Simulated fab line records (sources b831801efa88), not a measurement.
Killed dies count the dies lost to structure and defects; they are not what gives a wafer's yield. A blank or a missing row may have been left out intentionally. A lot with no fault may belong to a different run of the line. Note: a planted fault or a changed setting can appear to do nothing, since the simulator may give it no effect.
Which tool did it? | flow gf180mcu | 14 lots, 42 wafers sampled, at 4 steps of a route of 602

## WHAT EACH GAUGE READ, for each wafer
GF_M5_CD_MEAS_07: the cd target is 280 nm.
lot  | measured     | on        | cd nm (nm)
L637 | day 26 09:58 | cd sem-01 | 280.7 280.5 281.4
L638 | day 26 20:37 | cd sem-01 | 280.6 281.4 281.4
L641 | day 27 22:54 | cd sem-01 | 280.6 280.8 279.9
L642 | day 28 02:40 | cd sem-02 | 281.0 280.9 280.9
L644 | day 29 00:08 | cd sem-01 | 279.5 279.3 281.1
L645 | day 29 00:34 | cd sem-02 | 282.6 281.7 281.8
L647 | day 29 11:19 | cd sem-02 | 280.9 278.8 280.6
L646 | day 29 14:26 | cd sem-02 | 281.6 279.2 279.6
L649 | day 30 06:22 | cd sem-01 | 281.2 283.9 280.0
L651 | day 30 18:14 | cd sem-01 | 279.3 280.4 279.8
L652 | day 30 22:32 | cd sem-01 | 279.0 278.8 277.5
L653 | day 31 01:19 | cd sem-01 | 281.6 281.7 281.5
L654 | day 31 08:16 | cd sem-01 | 278.0 279.3 278.5
L656 | day 32 01:42 | cd sem-01 | 279.6 278.7 280.3

GF_V5_THK_MEAS_03.
lot  | measured     | on            | V5_CVD_02_THK (nm)
L637 | day 26 11:01 | film metro-04 | 1434 1456 1449
L638 | day 26 21:43 | film metro-02 | 1422 1426 1442
L641 | day 27 23:59 | film metro-01 | 1440 1473 1458
L642 | day 28 03:42 | film metro-04 | 1450 1454 1470
L644 | day 29 01:13 | film metro-02 | 1447 1434 1450
L645 | day 29 01:38 | film metro-02 | 1428 1426 1431
L647 | day 29 12:22 | film metro-02 | 1453 1437 1458
L646 | day 29 15:35 | film metro-02 | 1465 1452 1476
L649 | day 30 07:26 | film metro-04 | 1489 1468 1485
L651 | day 30 19:41 | film metro-01 | 1442 1426 1447
L652 | day 30 23:43 | film metro-02 | 1442 1424 1462
L653 | day 31 02:24 | film metro-02 | 1414 1450 1440
L654 | day 31 09:22 | film metro-04 | 1434 1426 1448
L656 | day 32 02:45 | film metro-02 | 1437 1475 1458

## WHAT TOOL EACH LOT RAN ON (gives the tool, then ch and the chambers of the sampled wafers, and finally the start)
lot  | GF_CONTACT_SPUTTER_23        | GF_M5_METAL_ETCH_10
L637 | pvd sputter-01, day 16 04:39 | rie metal-01 ch 0,1, day 26 10:09
L638 | pvd sputter-01, day 16 16:59 | rie metal-01 ch 0,1, day 26 20:48
L641 | pvd sputter-01, day 18 00:53 | rie metal-02 ch 0,1, day 27 23:04
L642 | pvd sputter-02, day 18 02:56 | rie metal-02 ch 0, day 28 02:50
L644 | pvd sputter-01, day 19 03:53 | rie metal-02 ch 0,1, day 29 00:19
L645 | pvd sputter-02, day 19 04:23 | rie metal-01 ch 0,1, day 29 00:44
L647 | pvd sputter-01, day 19 21:10 | rie metal-02 ch 0,1, day 29 11:30
L646 | pvd sputter-02, day 19 22:43 | rie metal-01 ch 1, day 29 14:37
L649 | pvd sputter-02, day 20 20:32 | rie metal-01 ch 0,1, day 30 06:32
L651 | pvd sputter-04, day 21 09:52 | rie metal-04 ch 0,1, day 30 18:25
L652 | pvd sputter-02, day 21 17:16 | rie metal-01 ch 0,1, day 30 22:43
L653 | pvd sputter-02, day 21 22:38 | rie metal-02 ch 0,1, day 31 01:29
L654 | pvd sputter-02, day 22 06:02 | rie metal-02 ch 0,1, day 31 08:27
L656 | pvd sputter-02, day 23 04:57 | rie metal-01 ch 0,1, day 32 01:53
- GF_CONTACT_SPUTTER_23: material TiN, target thk 10 nm, time 40 s.
- GF_M5_METAL_ETCH_10: etches the open film in Cl2/BCl3, stops on SiO2, target depth 627.5 nm, time 104.6 s.

## AS READ BY THE TOOLS THEMSELVES (means over the sampled wafers that have a number; for cases with no such wafer, the mark the record gives instead)
GF_CONTACT_SPUTTER_23.
lot  | tool           | throttle valve pct (%)
L637 | pvd sputter-01 | 30.6
L638 | pvd sputter-01 | 30.2
L641 | pvd sputter-01 | 30.5
L642 | pvd sputter-02 | 29.6
L644 | pvd sputter-01 | 30.5
L645 | pvd sputter-02 | 29.7
L647 | pvd sputter-01 | 30.5
L646 | pvd sputter-02 | 29.6
L649 | pvd sputter-02 | 29.6
L651 | pvd sputter-04 | 29.8
L652 | pvd sputter-02 | 29.8
L653 | pvd sputter-02 | 31.4
L654 | pvd sputter-02 | 31.6
L656 | pvd sputter-02 | 30.6

GF_M5_METAL_ETCH_10.
lot  | tool         | bias w (W) | chamber pressure mTorr (mTorr) | drypump motor current A (A) | oes product au (a.u.) | throttle valve pct (%)
L637 | rie metal-01 | 139.7      | 8.004                          | 6.14                        | 0.974                 | 28.249
L638 | rie metal-01 | 140.5      | 8.001                          | 6.17                        | 0.981                 | 28.248
L641 | rie metal-02 | 140.3      | 7.999                          | 6.23                        | 0.976                 | 28.252
L642 | rie metal-02 | 139.8      | 7.996                          | 5.98                        | 0.973                 | 28.246
L644 | rie metal-02 | 139.4      | 7.999                          | 6.23                        | 0.975                 | 28.247
L645 | rie metal-01 | 139.7      | 8.006                          | 6.19                        | 0.965                 | 28.265
L647 | rie metal-02 | 140.5      | 8.003                          | 6.12                        | 0.973                 | 28.254
L646 | rie metal-01 | 140.2      | 8.001                          | 6.10                        | 0.964                 | 28.259
L649 | rie metal-01 | 140.0      | 8.003                          | 6.13                        | 0.968                 | 28.255
L651 | rie metal-04 | 140.1      | 8.000                          | 6.04                        | 0.977                 | 28.257
L652 | rie metal-01 | 140.5      | 7.996                          | 6.14                        | 0.964                 | 28.260
L653 | rie metal-02 | 139.7      | 8.005                          | 6.09                        | 0.973                 | 28.250
L654 | rie metal-02 | 140.2      | 7.999                          | 6.10                        | 0.979                 | 28.243
L656 | rie metal-01 | 140.1      | 7.999                          | 6.17                        | 0.969                 | 28.251

## THE ANSWER, worked out from the rows above alone
Rule: what is usual is taken from the lots themselves. The widest of any qualifying gaps counts: lots, ordered by their means at a reading, are off when they make up no more than a third of the lots, leave a main group of 4 or more, and stand apart from it by 3 or more times the standard deviation of that group's means. A main group is skipped when, at the precision printed for the reading in the tables above, its means are all equal. A lot without any number at a reading at which 4 lots or more have one is off too. Where the step has rows for the other lots, those lots are counted as sound. After the gauges, taken in route order, come the tools' own readings; for these a lot's mean is taken, as printed above. The first step at which some lot is off is used, and at that step the reading that is off furthest; a lot without a number counts as furthest.
No lot is off at any reading shown: from this, nothing can be told.

## WHAT THE SIMULATOR HAD PUT IN
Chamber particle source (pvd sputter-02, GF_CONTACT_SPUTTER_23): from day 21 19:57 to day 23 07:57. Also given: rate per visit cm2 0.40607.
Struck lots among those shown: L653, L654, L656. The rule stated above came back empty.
